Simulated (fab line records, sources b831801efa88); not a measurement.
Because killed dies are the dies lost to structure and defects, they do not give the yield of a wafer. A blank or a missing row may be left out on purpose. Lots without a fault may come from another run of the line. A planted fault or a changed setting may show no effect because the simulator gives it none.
Code-filled problem report in 8D (eight disciplines) form / flow sky130 / the parts of the form that need people (team, actions taken, sign-off) are left out

## 1. WHAT WENT WRONG
Wafers without a fault read 0.865 a.u. with a standard deviation of 0.0055, while oes-product-au at SKY_METAL4_METAL_ETCH_18 averages 0.788 a.u. across 2 wafers of 1 lot. Relative to the usual mean, that is a shift of -14 standard deviations.
The step: etches the open film in Cl2/BCl3, stops on SiO2, target depth 845 nm, time 183.1 s.
Earliest sighting: wafer L533.2 on rie-metal-01 at day 46 09:27. At this step, 14 wafers from 5 lots have a number in the record. The rule behind "out" and "out of limits": a value lying over 4 standard deviations away from the usual mean. The rest of the wafers with a number are treated as sound.

## 2. WHAT IT IS, AND WHAT IT ISN'T
question=which readings at this step | is=oes-product-au | is not=drypump-motor-current-A, throttle-valve-pct
question=which lots | is=L533 | is not=L521, L522, L528, L539
question=which wafers of those lots | is=all that have a number | is not=-
question=read on which tools | is=rie-metal-01 | is not=rie-metal-03
question=when | is=from day 46 09:27 | is not=up to then (9 sound wafers); but 3 sound wafers of L539 came after

## 3. WHAT RULES OUT EACH SUSPECT
Counting: a tool stays on the suspect list if, at a process step up to the reading, it processed all lots that are out and no sound lot following the first of them.
- rie-metal-03 at SKY_METAL4_DESCUM_15 (chemistry O2, time 8 s): kept. It ran the lot that is out, L533 (day 46 09:18), and no sound lot after that; its last sound lot up to then is L528 (day 44 23:38).
- rie-metal-03 at SKY_METAL4_ETCH_16 (etches BARC in N2/H2, stops on SiO2, time 88.2 s, target depth 60 nm): kept. It ran the lot that is out, L533 (day 46 09:20), and no sound lot after that; its last sound lot up to then is L528 (day 44 23:40).
- rie-diel-03 at SKY_METAL4_ETCH_17 (etches SiO2 in C4F8/O2/Ar, stops on TiN, time 3.9 s, target depth 15 nm): kept. It ran the lot that is out, L533 (day 46 09:26), and no sound lot after that.
- rie-metal-01 at SKY_METAL4_METAL_ETCH_18 (etches the open film in Cl2/BCl3, stops on SiO2, target depth 845 nm, time 183.1 s): kept. It ran the lot that is out, L533 (day 46 09:27), and no sound lot after that; its last sound lot up to then is L528 (day 44 23:47). Its own oes-product-au readings are out on those wafers.
Left after counting: rie-metal-03 at SKY_METAL4_DESCUM_15, rie-metal-03 at SKY_METAL4_ETCH_16, rie-diel-03 at SKY_METAL4_ETCH_17, rie-metal-01 at SKY_METAL4_METAL_ETCH_18.

## 4. THE CAUSE (what the simulator had put in)
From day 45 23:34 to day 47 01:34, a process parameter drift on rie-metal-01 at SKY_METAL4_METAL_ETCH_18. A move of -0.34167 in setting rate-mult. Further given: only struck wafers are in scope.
Counting left 4 suspects, and this tool is among them.

## 5. SEQUENCE OF EFFECTS, ordered by route
Each row: a reading where the mean over the struck wafers with a number is more than 3 standard deviations away from the usual. Scope: only readings with a usual standard deviation given in the record; hours: median across lots of the time from each lot's start at the first step in this table that gives one to its start at this step; sigmas: change in usual standard deviations.
hours=0; step=SKY_METAL4_METAL_ETCH_18; reading=oes-product-au; usual=0.865 a.u.; on struck wafers=0.788; change=-0.077; sigmas=-14
hours=0; step=SKY_METAL4_STRIP_19; reading=oes-product-au; usual=0.502 a.u.; on struck wafers=0.573; change=+0.071; sigmas=+10
hours=0; step=SKY_METAL4_STRIP_19; reading=strip-time-to-endpoint-s; usual=6.54 s; on struck wafers=8.32; change=+1.78; sigmas=+14
hours=82; step=SKY_PAD_OPEN_PROBE_99; reading=defect-limited-yield; usual=81.9 %; on struck wafers=0.0; change=-81.9; sigmas=-41
hours=82; step=SKY_PAD_OPEN_PROBE_99; reading=killed_at_M4_up; usual=3.2; on struck wafers=400.5; change=+397.3; sigmas=+99 or more
hours=82; step=SKY_PAD_OPEN_PROBE_99; reading=killed-dies; usual=89; on struck wafers=492; change=+403; sigmas=+42
hours=82; step=SKY_PAD_OPEN_PROBE_99; reading=killed-on-rim; usual=17; on struck wafers=96; change=+79; sigmas=+21
hours=82; step=SKY_PAD_OPEN_PROBE_99; reading=sort_bin_5_function; usual=10.7 %; on struck wafers=92.5; change=+81.8; sigmas=+58
hours=82; step=SKY_PAD_OPEN_PROBE_99; reading=sort-n-pass; usual=403; on struck wafers=0; change=-403; sigmas=-42
hours=82; step=SKY_PAD_OPEN_PROBE_99; reading=sort-yield-pct; usual=81.9 %; on struck wafers=0.0; change=-81.9; sigmas=-41
The process steps in it:
- SKY_METAL4_METAL_ETCH_18: etches the open film in Cl2/BCl3, stops on SiO2, target depth 845 nm, time 183.1 s.
- SKY_METAL4_STRIP_19: strips in O2/N2.
- SKY_PAD_OPEN_PROBE_99

## 6. WHAT WOULD HAVE CAUGHT IT SOONER
The fault began at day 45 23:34; the first out-of-limits reading in this record came at day 46 09:27, 10 hours later.
